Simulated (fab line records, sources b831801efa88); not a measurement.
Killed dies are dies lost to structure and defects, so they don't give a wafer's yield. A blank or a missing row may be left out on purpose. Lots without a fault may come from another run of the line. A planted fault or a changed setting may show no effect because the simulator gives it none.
Which tool did it? | flow sky130 | 14 lots, 42 wafers sampled, at 2 steps of a route of 708

WHAT THE GAUGES READ, wafer by wafer
The record holds no reading of a measuring or inspecting step that can be judged against a usual standard deviation.

WHICH TOOL RAN EACH LOT (tool, then ch and the chambers of the sampled wafers, then the start)
lot  | SKY_VT_ADJUST_HVTP_SOFTBAKE_03    | SKY_PAD_OPEN_PROBE_99
L922 | litho_track-03 ch 0, day 5 14:03  | -
L923 | litho_track-02 ch 0, day 5 22:25  | prober-02, day 45 19:46
L924 | litho_track-02 ch 0, day 6 05:19  | -
L926 | litho_track-03 ch 0, day 6 16:15  | -
L928 | litho_track-02 ch 0, day 7 09:30  | -
L929 | litho_track-04 ch 0, day 7 13:20  | -
L930 | litho_track-04 ch 0, day 7 20:22  | prober-01, day 47 22:54
L932 | litho_track-04 ch 0, day 8 04:34  | prober-01, day 48 04:57
L933 | litho_track-04 ch 0, day 8 12:16  | -
L937 | litho_track-03 ch 0, day 9 11:58  | -
L942 | litho_track-03 ch 0, day 10 22:33 | -
L943 | litho_track-03 ch 0, day 11 06:16 | -
L944 | litho_track-02 ch 0, day 11 09:40 | prober-01, day 50 17:58
L945 | litho_track-04 ch 0, day 11 17:26 | prober-02, day 50 21:50
- SKY_VT_ADJUST_HVTP_SOFTBAKE_03: time 60 s.
- SKY_PAD_OPEN_PROBE_99

WHAT THE TOOLS THEMSELVES READ (means of the sampled wafers that have a number; where no wafer has one, the mark that the record gives instead)
SKY_VT_ADJUST_HVTP_SOFTBAKE_03. Usual: run_length_s 89.13 s, standard deviation 0.12.
lot  | tool           | run_length_s (s) | flag
L922 | litho_track-03 | 89.20            |
L923 | litho_track-02 | 88.96            |
L924 | litho_track-02 | 89.08            |
L926 | litho_track-03 | 89.13            |
L928 | litho_track-02 | 89.12            |
L929 | litho_track-04 | 89.14            |
L930 | litho_track-04 | 89.07            |
L932 | litho_track-04 | 89.14            |
L933 | litho_track-04 | 89.09            |
L937 | litho_track-03 | 89.13            |
L942 | litho_track-03 | 109.57           | OFF
L943 | litho_track-03 | 109.70           | OFF
L944 | litho_track-02 | 88.95            |
L945 | litho_track-04 | 89.17            |

SKY_PAD_OPEN_PROBE_99. Usual: killed_at_M0_to_M3 43, standard deviation 6.7; killed_at_M4_up 3.2, standard deviation 1.8; killed_at_contacts 24, standard deviation 4.8; killed_at_front_end 16, standard deviation 4.2; killed_at_other 0.3, standard deviation 0.56; killed_dies 86, standard deviation 8.5; killed_on_rim 17, standard deviation 3.9; killed_open 47, standard deviation 6.7; killed_short 39, standard deviation 6.
lot  | tool      | killed_at_M0_to_M3 | killed_at_M4_up | killed_at_contacts | killed_at_front_end | killed_at_other | killed_dies | killed_on_rim | killed_open | killed_short | flag
L923 | prober-02 | 40                 | 3.0             | 23                 | 18                  | 0.3             | 85          | 18            | 42          | 43           |
L930 | prober-01 | 46                 | 4.7             | 27                 | 12                  | 0.0             | 90          | 19            | 52          | 37           |
L932 | prober-01 | 44                 | 2.7             | 19                 | 12                  | 0.3             | 78          | 14            | 41          | 37           |
L944 | prober-01 | 44                 | 3.3             | 24                 | 11                  | 0.0             | 82          | 17            | 41          | 41           |
L945 | prober-02 | 44                 | 2.0             | 25                 | 15                  | 0.3             | 86          | 17            | 46          | 40           |

THE ANSWER, worked out from the rows above alone
Rule: a lot is off if the mean of its wafers that have a number lies more than 3 standard deviations from the usual mean. A lot without any number at a reading at which 4 lots or more have one is off too. The other lots that the step has rows for count as sound. The gauges are gone through in route order, then the tools' own readings, and for those a lot's mean is taken as printed above. The first step at which some lot is off is used, and at that step the reading that is off furthest; a lot without a number counts as furthest.
Off: L942, L943, at SKY_VT_ADJUST_HVTP_SOFTBAKE_03 (run_length_s).
A tool fits if, at that step or a process step before it, it ran every lot that is off, and no sound lot after the first of them. One fits: litho_track-03 at SKY_VT_ADJUST_HVTP_SOFTBAKE_03. Its last sound lot is L937 (day 9 11:58), its first lot that is off L942 (day 10 22:33): a fault that began between those two fits.
The tool's own readings at SKY_VT_ADJUST_HVTP_SOFTBAKE_03 bear it out: on the lots that are off they differ by more than 5 times the standard deviation of the sound lots' means. run_length_s reads 109.63 s there against 89.10 s on the sound lots.

WHAT THE SIMULATOR HAD PUT IN
Process parameter drift: litho_track-03, from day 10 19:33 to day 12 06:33, at SKY_VT_ADJUST_HVTP_SOFTBAKE_03. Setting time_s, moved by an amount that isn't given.
Lots struck among those shown: L942, L943. The rule above found the same.
